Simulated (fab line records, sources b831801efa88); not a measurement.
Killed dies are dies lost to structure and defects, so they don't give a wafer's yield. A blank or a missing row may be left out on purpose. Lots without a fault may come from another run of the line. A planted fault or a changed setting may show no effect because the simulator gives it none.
Chamber matching | flow gf180mcu | GF_V5_CMP_04 on cmp-01: 4 sister chambers
The step polishes SiO2. 14 wafers are shown with their chamber, then 7 later ones without.

WAFERS WITH THEIR CHAMBER
wafer  | chamber | motor_current_A (A)
L544.2 | 0       | 10.9
L544.5 | 2       | 13.6
L544.6 | 3       | 13.7
L549.1 | 0       | 10.9
L549.2 | 1       | 12.1
L549.4 | 2       | 13.7
L554.2 | 2       | 12.7
L554.4 | 1       | 11.1
L554.5 | 0       | 11.2
L555.1 | 2       | 13.6
L555.3 | 0       | 11.4
L555.6 | 0       | 11.4
L560.2 | 0       | 11.3
L560.4 | 1       | 11.8

SIGNATURES (means of the wafers above)
reading         | chamber 0 | chamber 1 | chamber 2 | chamber 3 | scatter within a chamber
motor_current_A | 11.183    | 11.667    | 13.400    | 13.700    | 0.381
Rule: a wafer's distance from a chamber is the root of the sum, over the readings, of the square of ((its reading less the chamber's mean) divided by the reading's scatter). The wafer belongs to the nearest chamber; if the next one is less than 2 further off, it can't be placed. The scatter: the root of (the sum of the squares of (reading less its chamber's mean) over the shown wafers, divided by (wafers less chambers)).

WAFERS WITHOUT THEIR CHAMBER
wafer  | motor_current_A (A)
L560.5 | 13.3
L563.1 | 11.5
L563.4 | 13.4
L563.5 | 13.1
L565.2 | 11.4
L565.3 | 13.8
L565.6 | 11.0

WHICH CHAMBER EACH WENT THROUGH
wafer  | from the rows above     | in truth
L560.5 | can't be placed: 2 or 3 | 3
L563.1 | can't be placed: 1 or 0 | 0
L563.4 | can't be placed: 2 or 3 | 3
L563.5 | can't be placed: 2 or 3 | 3
L565.2 | can't be placed: 0 or 1 | 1
L565.3 | can't be placed: 3 or 2 | 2
L565.6 | can't be placed: 0 or 1 | 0
Placed correctly: 0 of 7. Can't be placed from these rows: 7 (the true chamber is among the candidates in 7). Placed wrongly: 0.
